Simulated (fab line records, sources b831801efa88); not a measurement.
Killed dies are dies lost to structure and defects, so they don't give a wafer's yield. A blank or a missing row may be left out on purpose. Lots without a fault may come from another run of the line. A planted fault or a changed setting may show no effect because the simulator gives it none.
A struck lot beside a sound one | flow sky130 | 14 steps out of a route of 708
Sound: wafers L836.1, L836.2, L836.6. Struck: wafers L849.2, L849.4, L849.5. The cause comes at the end.
At each step with rows: each side's tool, then ch and its chambers, then its first start. Under that, the readings that differ: sound wafers | struck wafers | difference of the means | sigmas: that difference in standard deviations of wafers without a fault.
alike: readings whose means differ by less than 2 such deviations, and words and numbers that are the same on both sides. not compared: withheld readings, readings that some wafer has no value for, bounds like >300 that may hide the same value, and numbers for which the record gives no deviation and whose values overlap.
The two part at a step that has a row with sigmas, a row that says differs or no value, or rows on one side only. Numbers that don't overlap but have no deviation are shown without sigmas and don't part them. A reading that every wafer of one side lacks parts them only if that side has two wafers or more.

first, 2 steps without rows for these wafers: SKY_PWDE_PEB_05; SKY_PWDE_DEVELOP_06 (develop time 60 s).
SKY_PWDE_OVL_MEAS_07:
  sound on overlay-01, day 5 06:04; struck on overlay-02, day 8 09:46
  alike: PWDE_OVL
then, 1 step without rows for these wafers: SKY_PWDE_IMPLANT_08.
SKY_PWDE_STRIP_09: strips in O2/N2.
  sound on plasma_asher-02 ch 0,1, day 5 06:14; struck on plasma_asher-02 ch 0,1, day 8 09:56
  alike: chamber_pressure_mTorr, drypump_motor_current_A, oes_product_au, strip_time_to_endpoint_s
  not compared: rf_hours_counter_h
SKY_PWDE_TW_MEAS_10:
  sound on film_metro-03, day 5 06:20; struck on film_metro-04, day 8 10:03
  alike: PWDE_TW
then, 6 steps without rows for these wafers: SKY_NWELL_DEHYDRATE_03 (time 60 s); SKY_NWELL_HMDS_04 (prime time 60 s); SKY_NWELL_COAT_05 (resist thk 3000 nm); SKY_NWELL_SOFTBAKE_06; SKY_NWELL_EXPOSE_07 (exposes mask NWM, target cd 840 nm); SKY_NWELL_PEB_08.
SKY_NWELL_DEVELOP_09: develop time 60 s.
  sound on litho_track-03 ch 0, day 6 00:00; struck on litho_track-01, day 9 06:00
  no value came back on the struck wafers for chill_plate_temp_C (C), develop_time_s (s); on the sound wafers chill_plate_temp_C (C) reads 23.16 23.08 23.26
SKY_NWELL_OVL_MEAS_10:
  sound on overlay-01, day 6 00:17; struck on overlay-01, day 9 06:58
  reading           | sound          | struck | difference                    | sigmas
  NWELL_00_OVL (nm) | -3.2 -2.7 -2.8 | - - -  | no value on the struck wafers |

WHERE THEY PART
First at SKY_NWELL_DEVELOP_09; last, within this record, at SKY_NWELL_OVL_MEAS_10.

WHY: what the simulator had put in
Skipped step whole: litho_track-01, from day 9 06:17 on, at SKY_NWELL_DEVELOP_09. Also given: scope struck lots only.
